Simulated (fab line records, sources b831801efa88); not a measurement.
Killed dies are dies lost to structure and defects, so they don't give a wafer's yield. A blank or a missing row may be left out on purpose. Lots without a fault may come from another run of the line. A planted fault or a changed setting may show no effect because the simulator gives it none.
Problem report in the 8D (eight disciplines) form, filled by code | flow sfq_line | the parts of the form that need people (team, actions taken, sign-off) are left out

1. THE PROBLEM
run_length_s at SFQ_TRILAYER_I6_DEP_PECVD_165 reads a mean of 135.2 s on 9 wafers of 3 lots; wafers without a fault read 139.0 s with a standard deviation of 0.61. That is -6.2 standard deviations from the usual mean.
The step: deposits SiO2 from SiH4/N2O, time 111.11 s, target thk 500 nm.
First seen on wafer L197.1, day 76 18:44, on pecvd-04. The record holds 21 wafers of 7 lots with a number at this step. Rule for "out", or "out of limits": more than 4 standard deviations from the usual mean. The other wafers with a number count as sound.

2. WHAT IT IS AND WHAT IT IS NOT
question                    | is                     | is not
which readings at this step | run_length_s           | heater_power_w, throttle_valve_pct
which lots                  | L197, L198, L199       | L184, L201, L203, L207
which wafers of those lots  | all that have a number | -
read on which tools         | pecvd-04               | pecvd-01, pecvd-02
when                        | from day 76 18:44      | up to then (3 sound wafers); but 9 sound wafers of L201, L203, L207 came after

3. SUSPECTS, AND WHAT RULES EACH OUT
Counting: a tool at a process step up to the reading stays a suspect if it ran every lot that is out and no sound lot after the first of them.
- pecvd-04 at SFQ_TRILAYER_I6_DEP_PECVD_165 (deposits SiO2 from SiH4/N2O, time 111.11 s, target thk 500 nm): ruled out as a lasting fault. Sound lots L207 ran on it after its first lot that is out, L197 (day 76 18:44).
Left after counting: nothing in the record.

4. THE CAUSE (what the simulator had put in)
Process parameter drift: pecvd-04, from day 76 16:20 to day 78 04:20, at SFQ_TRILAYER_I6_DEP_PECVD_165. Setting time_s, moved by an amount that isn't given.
Counting ruled it out, wrongly.

5. THE CHAIN OF EFFECTS, in route order
Each row: a reading whose mean over the struck wafers that have a number lies more than 3 standard deviations from the usual. Only readings for which the record gives a usual standard deviation are gone through. hours: the time from each lot's start at the first step in this table that gives one to its start at this step, as a median over the lots. sigmas: the change in usual standard deviations.
hours | step                          | reading      | usual   | on struck wafers | change | sigmas
0     | SFQ_TRILAYER_I6_DEP_PECVD_165 | run_length_s | 139.0 s | 135.2            | -3.8   | -6.2
The process steps in it:
- SFQ_TRILAYER_I6_DEP_PECVD_165: deposits SiO2 from SiH4/N2O, time 111.11 s, target thk 500 nm.

6. WHAT WOULD HAVE CAUGHT IT SOONER
In this record the first reading out of limits was taken at day 76 18:44, 2 hours after the fault began at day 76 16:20.
